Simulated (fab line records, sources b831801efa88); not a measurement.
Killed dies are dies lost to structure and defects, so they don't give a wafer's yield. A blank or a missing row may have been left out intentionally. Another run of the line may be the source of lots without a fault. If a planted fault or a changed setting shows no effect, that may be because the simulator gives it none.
A lot that was struck, set against a sound lot ; flow gf180mcu ; 36 out of 602 route steps
Sound: the wafers L155.1, L155.4, L155.6. Wafers L170.3, L170.4, L170.5 were the ones struck. The cause is given at the end.
Per side, at each step with rows, come the tool, then ch with its chambers, and then its first start. Under that, the readings that differ: sound wafers ; struck wafers ; difference of the means ; sigmas: that difference in standard deviations of wafers without a fault.
alike: words and numbers the same on both sides, and readings whose means are apart by under 2 such deviations; not compared: readings that were withheld, readings missing a value for some wafer, numbers with overlapping values and no deviation given by the record, and bounds like >300 which may hide the same value.
A row with sigmas, a row that says differs or no value, or rows on one side alone: a step with any of these is where the two part. Numbers that don't overlap but have no deviation are shown without sigmas and don't part them. A reading missing from all wafers of one side parts the sides only when that side holds two or more wafers.

first, 2 steps without rows for these wafers: GF_M1_PEB_12 (peb time 90 s); GF_M1_DEVELOP_13 (develop time 60 s).
GF_M1_CD_MEAS_14: the cd target is 230 nm.
  sound: cd-sem-02 at day 20 00:38; struck: cd-sem-02 at day 25 01:41
  alike: cd-nm
GF_M1_OVL_MEAS_15:
  sound: overlay-01 at day 20 00:45; struck: overlay-02 at day 25 01:46
reading;sound;struck;difference;sigmas
M1_OVL (nm);8 11 -2;-7 -13 -4;-14;-2
GF_M1_METAL_ETCH_16: etches the open film in Cl2/BCl3, stops on SiO2, target depth 627.5 nm, time 104.6 s.
  sound on rie-metal-02 ch 1, day 20 00:47; struck on rie-metal-02 ch 0,1, day 25 01:50
  alike: drypump-motor-current-A, oes-product-au, throttle-valve-pct
  not compared: rf-hours-counter-h
then, 4 steps without rows for these wafers: GF_M1_STRIP_17 (strips in O2/N2); GF_M1_STRIP_18 (strips in post etch residue remover, time 1200 s); GF_M1_CLEAN_19 (cleans in DIW); GF_V1_CVD_00 (deposits SiO2, target thk 600 nm, time 100 s).
GF_V1_THK_MEAS_01:
  sound: film-metro-02 at day 20 01:30; struck: film-metro-01 at day 25 02:52
  alike: V1_CVD_00_THK
then, 1 step without rows for these wafers: GF_V1_CVD_02 (deposits SiO2 from TEOS, target thk 850 nm, time 94.851 s).
GF_V1_THK_MEAS_03:
  sound: film-metro-03 at day 20 01:38; struck: film-metro-03 at day 25 03:00
  alike: V1_CVD_02_THK
GF_V1_CMP_04: polishes SiO2.
  sound on cmp-02 ch 1,2, day 20 01:41; struck on cmp-01 ch 1,2,3, day 25 03:08
reading;sound;struck;difference;sigmas
time-to-endpoint-s (s);84 81 85;100 98 103;+17;+3
model.SiO2_of_V1_CVD_02.thk-nm (nm);632.7 631.6 631.6;571 568 567.5;-63;
  alike: motor-current-A, retaining-ring-pressure-frac
GF_V1_BOW_MEAS_05:
  sound: film-metro-02 at day 20 01:59; struck: film-metro-02 at day 25 03:40
reading;sound;struck;difference;sigmas
V1_BOW (um);78 70 69;- - -;no value on the struck wafers;
  not compared: hold
then, 7 steps without rows for these wafers: GF_V1_HMDS_07 (prime time 60 s); GF_V1_COAT_08; GF_V1_COAT_09 (resist thk 1000 nm); GF_V1_SOFTBAKE_10 (time 60 s); GF_V1_EXPOSE_11 (exposes mask Via1, target cd 260 nm); GF_V1_PEB_12 (peb time 90 s); GF_V1_DEVELOP_13 (develop time 60 s).
GF_V1_CD_MEAS_14: the cd target is 260 nm.
  sound: cd-sem-02 at day 21 02:05; struck: cd-sem-02 at day 26 00:16
reading;sound;struck;difference;sigmas
cd-nm (nm);261.1 262.8 261.8;259.4 260.1 258.3;-2.6;-2
GF_V1_OVL_MEAS_15:
  sound: overlay-02 at day 21 02:12; struck: overlay-01 at day 26 00:22
  alike: V1_OVL
then, 1 step without rows for these wafers: GF_V1_ETCH_16 (etches BARC in N2/H2).
GF_V1_ETCH_17: etches SiO2 in C4F8/O2/Ar, stops on TiN, target depth 630 nm.
  sound: rie-diel-04 ch 0,1; struck: rie-diel-04 ch 0,3
reading;sound;struck;difference;sigmas
oes-product-au (a.u.);0.856 0.852 0.860;0.809 0.803 0.809;-0.049;-10
model.V1.feature-depth-nm (nm);632.7 631.6 631.6;571 568 567.5;-63;
model.etch.depth-nm (nm);632.7 631.6 631.6;571 568 567.5;-63;
GF_V1_STRIP_18: strips in O2/N2.
  sound on plasma-asher-03 ch 0, day 21 02:22; struck on plasma-asher-02 ch 0,1, day 26 00:32
  alike: drypump-motor-current-A, heater-power-w, n2-flow-sccm, o2-flow-sccm, oes-product-au
  not compared: rf-hours-counter-h
then, 2 steps without rows for these wafers: GF_V1_STRIP_19 (strips in post etch residue remover, time 1200 s); GF_V1_CLEAN_20 (cleans in DIW).
GF_V1_SPUTTER_21: material Ti, target thk 15 nm, time 80.02 s.
  sound: pvd-sputter-01 at day 21 02:54; struck: pvd-sputter-04 at day 26 01:03
  alike: throttle-valve-pct
GF_V1_SPUTTER_22: material TiN, target thk 10 nm, time 40 s.
  sound: pvd-sputter-01 at day 21 02:58; struck: pvd-sputter-04 at day 26 01:07
  alike: throttle-valve-pct
then, 1 step without rows for these wafers: GF_V1_CVD_23 (deposits W, target thk 350 nm, time 105.05 s).
GF_V1_RS_MEAS_24: measures by four-point-probe.
  sound: film-metro-02 at day 21 03:08; struck: film-metro-03 at day 26 01:18
  alike: V1_W_RS
GF_V1_THK_MEAS_25: measures by xrf.
  sound: film-metro-02 at day 21 03:15; struck: film-metro-03 at day 26 01:24
  alike: V1_W_THK
GF_V1_CMP_26: polishes, stops on SiO2, t overpolish 15 s, target thk 0 nm.
  sound on cmp-02 ch 0,1, day 21 03:19; struck on cmp-02 ch 0,1,3, day 26 01:26
reading;sound;struck;difference;sigmas
model.SiO2_of_V1_CVD_02.thk-nm (nm);628.9 627.8 627.8;567.3 564.2 563.8;-63.1;
  alike: motor-current-A, retaining-ring-pressure-frac
GF_M2_SPUTTER_00: material Ti, target thk 37.5 nm, time 150 s.
  sound: pvd-sputter-04 at day 21 03:37; struck: pvd-sputter-04 at day 26 01:44
reading;sound;struck;difference;sigmas
throttle-valve-pct (%);27.4 29.6 27.6;30.4 30.8 30.7;+2.4;+2
GF_PASSIVATION_PROBE_99:
  the record has rows for the sound wafers here (prober-01, day 31 07:23) and none for the struck ones

## WHERE THEY PART
Last at GF_PASSIVATION_PROBE_99 as far as this record goes, first at GF_M1_OVL_MEAS_15.

WHY: whatever the simulator had introduced
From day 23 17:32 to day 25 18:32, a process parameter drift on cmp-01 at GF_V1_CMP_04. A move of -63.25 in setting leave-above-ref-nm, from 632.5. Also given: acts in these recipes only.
